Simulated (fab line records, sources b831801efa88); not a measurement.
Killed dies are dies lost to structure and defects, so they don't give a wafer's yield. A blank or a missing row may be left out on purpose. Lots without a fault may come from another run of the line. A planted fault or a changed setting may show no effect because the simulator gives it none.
A struck lot beside a sound one | flow sky130 | 17 steps out of a route of 708
Sound: wafers L716.1, L716.3, L716.5. Struck: wafer L720.2. (L720.1, L720.4 of the same lot were not struck and are left out.) The cause comes at the end.
At each step with rows: each side's tool, then ch and its chambers, then its first start. Under that, the readings that differ: sound wafers | struck wafers | difference of the means | sigmas: that difference in standard deviations of wafers without a fault.
alike: readings whose means differ by less than 2 such deviations, and words and numbers that are the same on both sides. not compared: withheld readings, readings that some wafer has no value for, bounds like >300 that may hide the same value, and numbers for which the record gives no deviation and whose values overlap.
The two part at a step that has a row with sigmas, a row that says differs or no value, or rows on one side only. Numbers that don't overlap but have no deviation are shown without sigmas and don't part them. A reading that every wafer of one side lacks parts them only if that side has two wafers or more.

SKY_VIA2_CMP_02: polishes SiO2.
  sound on cmp-02 ch 0,2, day 39 03:34; struck on cmp-01 ch 0, day 40 08:23
  alike: motor_current_A
SKY_VIA2_BOW_MEAS_03:
  sound on film_metro-04, day 39 03:52; struck on film_metro-04, day 40 08:38
  reading       | sound    | struck | difference | sigmas
  VIA2_BOW (um) | 77 89 97 | 72     | -16        | -2
then, 8 steps without rows for these wafers: SKY_VIA2_DEHYDRATE_04 (time 60 s); SKY_VIA2_HMDS_05 (prime time 60 s); SKY_VIA2_COAT_06 (resist thk 60 nm); SKY_VIA2_COAT_07 (resist thk 450 nm); SKY_VIA2_SOFTBAKE_08 (time 90 s); SKY_VIA2_EXPOSE_09 (exposes mask VIM2, target cd 200 nm); SKY_VIA2_PEB_10; SKY_VIA2_DEVELOP_11 (develop time 60 s).
SKY_VIA2_CD_MEAS_12: target cd 200 nm.
  sound on cd_sem-01, day 40 04:58; struck on cd_sem-01, day 41 08:23
  reading    | sound             | struck | difference | sigmas
  cd_nm (nm) | 198.6 198.9 198.4 | 201.8  | +3.2       | +2
SKY_VIA2_OVL_MEAS_13:
  sound on overlay-02, day 40 05:05; struck on overlay-01, day 41 08:31
  alike: VIA2_OVL
SKY_VIA2_ETCH_14: etches BARC in N2/H2, stops on SiO2, time 45.9 s, target depth 60 nm.
  sound on rie_diel-02 ch 2,3, day 40 05:08; struck on rie_diel-02 ch 0, day 41 08:33
  reading                                     | sound             | struck | difference | sigmas
  drypump_motor_current_A (A)                 | 5.6 5.8 5.8       | 6.5    | +0.8       | +2
  rf_fwd_power_W (W)                          | 499.6 494.3 496.8 | 699.0  | +202.1     | +99 or more
  model.KrF-thick_of_VIA2_COAT_07.thk_nm (nm) | 392.4 392.7 392.7 | 374.6  | -18.0      |
  model.VIA2.cd_nm (nm)                       | 197.6 198.2 197.6 | 205.2  | +7.4       |
  alike: oes_product_au, throttle_valve_pct
  not compared: rf_hours_counter_h
SKY_VIA2_ETCH_15: etches SiO2 in C4F8/O2/Ar, stops on TiN, target depth 546 nm, time 84 s.
  sound on rie_diel-02 ch 2,3, day 40 05:10; struck on rie_diel-02 ch 0, day 41 08:35
  reading                                     | sound             | struck | difference | sigmas
  model.KrF-thick_of_VIA2_COAT_07.thk_nm (nm) | 282.3 281.3 282.1 | 265.1  | -16.8      |
  alike: oes_product_au, rf_fwd_power_W
  not compared: rf_hours_counter_h
SKY_VIA2_STRIP_16: strips in O2/N2.
  sound on plasma_asher-04 ch 0,1, day 40 05:14; struck on plasma_asher-01 ch 1, day 41 08:39
  reading                      | sound             | struck | difference | sigmas
  oes_product_au (a.u.)        | 0.403 0.403 0.399 | 0.390  | -0.012     | -3
  strip_time_to_endpoint_s (s) | 4.042 4.035 4.045 | 3.847  | -0.194     | -7
  alike: drypump_motor_current_A
  not compared: rf_hours_counter_h
then, 1 step without rows for these wafers: SKY_VIA2_STRIP_17 (strips in post etch residue remover, time 1200 s).
-- the record jumps here: 8 days lie between the struck wafers' starts before and after (it left off in module VIA2 and takes up again in module PAD_OPEN, whose first step shown is number 708 of the route) --
SKY_PAD_OPEN_PROBE_99:
  sound on prober-02, day 48 21:16; struck on prober-02, day 49 16:29
  reading             | sound    | struck | difference | sigmas
  killed_at_M0_to_M3  | 42 57 52 | 34     | -16        | -2
  killed_at_front_end | 14 14 12 | 23     | +10        | +2
  alike: defect_limited_yield, killed_at_M4_up, killed_at_contacts, killed_at_other, killed_dies, killed_on_rim, killed_open, killed_short, sort_bin_3_pad_short, sort_bin_5_function, sort_bin_6_memory, sort_n_pass, sort_yield_pct

WHERE THEY PART
First at SKY_VIA2_BOW_MEAS_03; last, within this record, at SKY_PAD_OPEN_PROBE_99.

WHY: what the simulator had put in
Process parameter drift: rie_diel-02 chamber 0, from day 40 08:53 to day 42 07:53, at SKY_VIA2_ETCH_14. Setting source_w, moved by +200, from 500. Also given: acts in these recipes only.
